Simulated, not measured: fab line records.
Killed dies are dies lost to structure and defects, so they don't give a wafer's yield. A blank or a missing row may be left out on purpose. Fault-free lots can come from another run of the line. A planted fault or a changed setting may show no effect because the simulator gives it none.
The tool behind it: which one? -- flow sky130 -- Sampling: 24 lots, 72 wafers, 5 of 708 route steps

WHAT THE GAUGES SHOWED, per wafer
SKY_SPACER_THK_MEAS_01. Usual: for SPACER_CVD_00_THK the level is 43.3 nm and the standard deviation is 0.42.
lot,measured,on,SPACER_CVD_00_THK (nm),flag
L074,day 22 18:59,film_metro-02,43.4 43.5 43.7,
L075,day 22 20:13,film_metro-04,44.2 44.0 43.8,
L076,day 22 22:29,film_metro-04,43.9 43.9 43.8,
L077,day 23 11:44,film_metro-02,43.8 43.4 43.6,
L078,day 24 01:01,film_metro-02,43.3 43.1 43.8,
L079,day 24 11:58,film_metro-01,42.7 42.3 42.7,
L081,day 24 19:45,film_metro-04,43.3 43.3 43.4,
L080,day 25 00:56,film_metro-02,43.1 42.9 43.1,
L082,day 25 11:19,film_metro-04,42.9 42.9 43.0,
L083,day 25 23:54,film_metro-04,42.7 42.9 43.2,
L084,day 26 10:15,film_metro-04,43.1 43.2 42.6,
L085,day 27 00:30,film_metro-02,43.6 43.5 43.7,
L090,day 29 02:56,film_metro-01,43.8 43.5 43.6,
L086,day 29 05:39,film_metro-02,42.9 43.1 43.4,
L087,day 29 09:47,film_metro-04,43.2 43.4 43.2,
L088,day 29 10:59,film_metro-01,43.1 43.2 43.4,
L089,day 29 12:12,film_metro-01,44.0 44.2 43.7,
L091,day 29 15:22,film_metro-04,43.4 42.8 43.3,
L092,day 29 20:20,film_metro-02,44.0 43.7 43.5,
L093,day 29 21:47,film_metro-02,43.5 42.8 43.2,
L094,day 30 05:20,film_metro-04,42.5 42.8 43.2,
L095,day 30 05:19,film_metro-02,43.4 43.5 43.3,
L096,day 30 17:38,film_metro-04,42.9 42.7 42.8,
L097,day 31 00:14,film_metro-02,43.5 43.5 43.6,

SKY_LOCAL_INTERCONNECT_THK_MEAS_02: measures by xrf. Usual: for LOCAL_INTERCONNECT_TIN_THK the level is 99.7 nm and the standard deviation is 1.5.
lot,measured,on,LOCAL_INTERCONNECT_TIN_THK (nm),flag
L074,day 29 01:34,film_metro-01,99.8 98.0 98.6,
L075,day 29 04:35,film_metro-03,99.2 97.5 99.2,
L076,day 29 07:02,film_metro-01,98.3 99.5 100.6,
L077,day 29 16:05,film_metro-03,97.5 97.5 99.4,
L078,day 30 06:10,film_metro-03,97.7 97.3 97.8,
L079,day 30 14:48,film_metro-03,98.2 98.4 99.2,
L081,day 31 00:11,film_metro-01,101.1 100.2 100.0,
L080,day 31 03:55,film_metro-03,98.5 98.3 98.8,
L082,day 31 14:26,film_metro-03,100.4 99.1 99.6,
L083,day 32 01:26,film_metro-01,100.1 100.5 100.6,
L084,day 32 10:50,film_metro-01,99.9 101.8 101.8,
L085,day 33 00:56,film_metro-03,99.9 100.1 99.5,
L090,day 34 23:26,film_metro-01,102.4 103.8 103.1,
L086,day 35 01:23,film_metro-03,100.6 99.2 101.4,
L087,day 35 06:47,film_metro-01,99.4 99.9 99.5,
L088,day 35 07:59,film_metro-02,102.7 101.2 102.1,
L089,day 35 09:52,film_metro-01,101.3 100.4 100.7,
L091,day 35 11:54,film_metro-03,100.2 97.7 99.5,
L092,day 35 16:41,film_metro-01,99.5 101.5 100.4,
L093,day 35 18:14,film_metro-03,97.9 98.2 98.2,
L094,day 36 00:28,film_metro-03,99.7 97.6 98.5,
L095,day 36 01:11,film_metro-02,99.1 101.0 98.0,
L096,day 36 11:41,film_metro-03,99.8 99.5 100.7,
L097,day 36 17:41,film_metro-01,102.1 100.7 100.7,

WHAT TOOL EACH LOT RAN ON (gives the tool, then ch and the chambers of the sampled wafers, and finally the start)
lot,SKY_LDD_HVN_STRIP_09,SKY_POLY_CUT_ETCH_10,SKY_POLY_CUT_ETCH_11
L074,"plasma_asher-01 ch 0,1, day 20 04:10","rie_diel-01 ch 0,1,3, day 24 01:32","rie_diel-01 ch 0,1,3, day 24 01:35"
L075,"plasma_asher-01 ch 0,1, day 20 05:07","rie_diel-04 ch 0,3, day 24 02:47","rie_diel-04 ch 0,3, day 24 02:50"
L076,"plasma_asher-01 ch 0,1, day 20 07:01","rie_diel-01 ch 2,3, day 24 04:59","rie_diel-01 ch 2,3, day 24 05:02"
L077,"plasma_asher-04 ch 0,1, day 20 21:32","rie_diel-01 ch 0,1,3, day 24 17:29","rie_diel-01 ch 0,1,3, day 24 17:32"
L078,"plasma_asher-04 ch 0,1, day 21 09:49","rie_diel-01 ch 1,2,3, day 25 06:13","rie_diel-01 ch 1,2,3, day 25 06:15"
L079,"plasma_asher-04 ch 0,1, day 21 21:29","rie_diel-04 ch 1,2,3, day 25 17:43","rie_diel-04 ch 1,2,3, day 25 17:45"
L081,"plasma_asher-02 ch 0,1, day 22 05:56","rie_diel-02 ch 1,2, day 26 01:41","rie_diel-02 ch 1,2, day 26 01:44"
L080,"plasma_asher-01 ch 0,1, day 22 08:28","rie_diel-04 ch 0,2,3, day 26 07:35","rie_diel-04 ch 0,2,3, day 26 07:37"
L082,"plasma_asher-01 ch 0,1, day 22 21:11","rie_diel-04 ch 1,2,3, day 26 17:29","rie_diel-04 ch 1,2,3, day 26 17:32"
L083,"plasma_asher-01 ch 0,1, day 23 10:47","rie_diel-02 ch 0,1,2, day 27 06:34","rie_diel-02 ch 0,1,2, day 27 06:37"
L084,"plasma_asher-04 ch 0,1, day 23 20:56","rie_diel-02 ch 1,2,3, day 27 16:46","rie_diel-02 ch 1,2,3, day 27 16:48"
L085,"plasma_asher-04 ch 0,1, day 24 11:40","rie_diel-01 ch 0,2,3, day 28 05:32","rie_diel-01 ch 0,2,3, day 28 05:35"
L090,"plasma_asher-01 ch 0,1, day 26 15:16","rie_diel-04 ch 1,2, day 30 06:59","rie_diel-04 ch 1,2, day 30 07:02"
L086,"plasma_asher-01 ch 0,1, day 26 17:32","rie_diel-01 ch 0,1, day 30 09:41","rie_diel-01 ch 0,1, day 30 09:44"
L087,"plasma_asher-02 ch 0,1, day 26 21:29","rie_diel-01 ch 0,1,3, day 30 14:08","rie_diel-01 ch 0,1,3, day 30 14:11"
L088,"plasma_asher-01 ch 0, day 27 00:20","rie_diel-04 ch 1,3, day 30 15:41","rie_diel-04 ch 1,3, day 30 15:44"
L089,"plasma_asher-01 ch 0,1, day 27 01:26","rie_diel-01 ch 0,3, day 30 16:59","rie_diel-01 ch 0,3, day 30 17:02"
L091,"plasma_asher-04 ch 1, day 27 02:05","rie_diel-01 ch 0,2,3, day 30 19:53","rie_diel-01 ch 0,2,3, day 30 19:56"
L092,"plasma_asher-04 ch 0,1, day 27 09:29","rie_diel-04 ch 0,1,3, day 31 01:05","rie_diel-04 ch 0,1,3, day 31 01:07"
L093,"plasma_asher-01 ch 0,1, day 27 11:22","rie_diel-02 ch 0,3, day 31 01:38","rie_diel-02 ch 0,3, day 31 01:41"
L094,"plasma_asher-02 ch 0,1, day 27 17:59","rie_diel-02 ch 0,3, day 31 09:34","rie_diel-02 ch 0,3, day 31 09:36"
L095,"plasma_asher-01 ch 0,1, day 27 19:17","rie_diel-04 ch 0,2,3, day 31 09:55","rie_diel-04 ch 0,2,3, day 31 09:57"
L096,"plasma_asher-01 ch 0,1, day 28 07:52","rie_diel-04 ch 0,3, day 31 21:17","rie_diel-04 ch 0,3, day 31 21:20"
L097,"plasma_asher-04 ch 0,1, day 28 14:31","rie_diel-04 ch 1,2,3, day 32 03:47","rie_diel-04 ch 1,2,3, day 32 03:50"
- SKY_LDD_HVN_STRIP_09: strips in O2/N2.
- SKY_POLY_CUT_ETCH_10: etches BARC in N2/H2, stops on SiO2, time 45.9 s, target depth 60 nm.
- SKY_POLY_CUT_ETCH_11: etches Si3N4 in CF4/CH2F2/Ar, stops on poly-Si, time 42.5 s, target depth 60 nm.

AS READ BY THE TOOLS THEMSELVES (means over the sampled wafers that have a number; for cases with no such wafer, the mark the record gives instead)
SKY_LDD_HVN_STRIP_09. Usual: chamber_pressure_mTorr 1500.1 mTorr, standard deviation 1.3; drypump_motor_current_A 6.2 A, standard deviation 0.48; oes_product_au 0.409 a.u., standard deviation 0.0043; strip_time_to_endpoint_s 4.136 s, standard deviation 0.018.
lot,tool,chamber_pressure_mTorr (mTorr),drypump_motor_current_A (A),oes_product_au (a.u.),strip_time_to_endpoint_s (s),flag
L074,plasma_asher-01,1500.0,6.3,0.409,4.149,
L075,plasma_asher-01,1501.0,6.4,0.411,4.134,
L076,plasma_asher-01,1499.2,6.3,0.404,4.127,
L077,plasma_asher-04,1500.3,5.7,0.407,4.137,
L078,plasma_asher-04,1499.2,5.7,0.409,4.117,
L079,plasma_asher-04,1501.2,6.2,0.407,4.137,
L081,plasma_asher-02,1500.1,5.9,0.409,4.132,
L080,plasma_asher-01,1500.5,6.3,0.404,4.157,
L082,plasma_asher-01,1499.3,6.3,0.408,4.145,
L083,plasma_asher-01,1499.4,6.3,0.406,4.111,
L084,plasma_asher-04,1499.5,5.7,0.411,4.135,
L085,plasma_asher-04,1501.5,5.7,0.408,4.127,
L090,plasma_asher-01,1500.3,6.3,0.409,4.133,
L086,plasma_asher-01,1500.2,6.3,0.408,4.132,
L087,plasma_asher-02,1499.2,6.1,0.410,4.152,
L088,plasma_asher-01,1500.6,6.3,0.406,4.129,
L089,plasma_asher-01,1500.4,6.4,0.409,4.121,
L091,plasma_asher-04,1502.5,6.8,0.404,4.115,
L092,plasma_asher-04,1501.2,6.3,0.411,4.145,
L093,plasma_asher-01,1500.4,6.3,0.412,4.152,
L094,plasma_asher-02,1500.3,6.1,0.408,4.157,
L095,plasma_asher-01,1499.5,6.3,0.405,4.152,
L096,plasma_asher-01,1499.0,6.4,0.409,4.143,
L097,plasma_asher-04,1500.3,5.7,0.406,4.121,

SKY_POLY_CUT_ETCH_10. Usual: chamber_pressure_mTorr 30.003 mTorr, standard deviation 0.027; drypump_motor_current_A 5.8 A, standard deviation 0.52; oes_product_au 0.854 a.u., standard deviation 0.0046; throttle_valve_pct 13.226 %, standard deviation 0.0091.
lot,tool,chamber_pressure_mTorr (mTorr),drypump_motor_current_A (A),oes_product_au (a.u.),throttle_valve_pct (%),flag
L074,rie_diel-01,29.992,6.3,0.855,13.228,
L075,rie_diel-04,30.012,5.3,0.855,13.225,
L076,rie_diel-01,29.991,5.8,0.854,13.226,
L077,rie_diel-01,29.990,6.3,0.854,13.227,
L078,rie_diel-01,29.987,6.0,0.855,13.221,
L079,rie_diel-04,30.017,5.4,0.858,13.228,
L081,rie_diel-02,30.022,6.1,0.853,13.223,
L080,rie_diel-04,29.989,5.5,0.854,13.228,
L082,rie_diel-04,29.993,5.4,0.858,13.222,
L083,rie_diel-02,29.986,5.6,0.858,13.232,
L084,rie_diel-02,30.000,6.1,0.852,13.231,
L085,rie_diel-01,30.002,6.0,0.855,13.223,
L090,rie_diel-04,30.009,5.6,0.852,13.237,
L086,rie_diel-01,30.014,6.4,0.855,13.229,
L087,rie_diel-01,29.990,6.2,0.853,13.226,
L088,rie_diel-04,30.013,5.1,0.857,13.236,
L089,rie_diel-01,30.023,6.3,0.856,13.221,
L091,rie_diel-01,30.002,6.0,0.853,13.220,
L092,rie_diel-04,30.026,5.5,0.854,13.224,
L093,rie_diel-02,29.999,5.3,0.853,13.230,
L094,rie_diel-02,30.013,5.2,0.853,13.227,
L095,rie_diel-04,30.012,5.5,0.854,13.229,
L096,rie_diel-04,30.026,5.3,0.849,13.224,
L097,rie_diel-04,30.010,5.4,0.852,13.232,

SKY_POLY_CUT_ETCH_11. Usual: chamber_pressure_mTorr 40.00 mTorr, standard deviation 0.039; drypump_motor_current_A 5.8 A, standard deviation 0.53; oes_product_au 0.830 a.u., standard deviation 0.0056; throttle_valve_pct 14.994 %, standard deviation 0.0089.
lot,tool,chamber_pressure_mTorr (mTorr),drypump_motor_current_A (A),oes_product_au (a.u.),throttle_valve_pct (%),flag
L074,rie_diel-01,39.99,6.3,0.831,14.991,
L075,rie_diel-04,39.97,5.3,0.831,14.996,
L076,rie_diel-01,39.99,5.8,0.836,14.993,
L077,rie_diel-01,39.98,6.2,0.831,14.992,
L078,rie_diel-01,40.01,6.0,0.824,14.994,
L079,rie_diel-04,40.03,5.4,0.827,14.996,
L081,rie_diel-02,40.01,6.2,0.823,14.992,
L080,rie_diel-04,40.01,5.5,0.835,14.987,
L082,rie_diel-04,39.97,5.4,0.834,14.990,
L083,rie_diel-02,39.96,5.6,0.833,14.997,
L084,rie_diel-02,40.00,6.1,0.836,14.995,
L085,rie_diel-01,40.02,6.0,0.826,14.987,
L090,rie_diel-04,40.04,5.6,0.823,14.995,
L086,rie_diel-01,40.02,6.5,0.825,14.993,
L087,rie_diel-01,39.99,6.2,0.828,14.996,
L088,rie_diel-04,39.99,5.1,0.827,14.998,
L089,rie_diel-01,40.04,6.4,0.830,14.990,
L091,rie_diel-01,40.00,6.0,0.829,14.991,
L092,rie_diel-04,40.02,5.5,0.827,14.995,
L093,rie_diel-02,39.94,5.2,0.840,14.992,
L094,rie_diel-02,40.02,5.2,0.830,15.005,
L095,rie_diel-04,40.02,5.5,0.830,14.991,
L096,rie_diel-04,39.98,5.3,0.832,14.988,
L097,rie_diel-04,39.96,5.4,0.827,14.995,

THE ANSWER, worked out from the rows above alone
Rule: lot off if the mean of its wafers having a number is beyond 3 standard deviations from the usual mean. Also off: a lot with no number at a reading for which 4 or more lots have one. All remaining lots with rows at the step are treated as sound. After the gauges, taken in route order, come the tools' own readings; for these a lot's mean is taken, as printed above. The first step at which some lot is off is used, and at that step the reading that is off furthest; a lot without a number counts as furthest.
Across all readings shown, no lot is off: no conclusion can be drawn from this.

WHAT THE SIMULATOR HAD INSERTED
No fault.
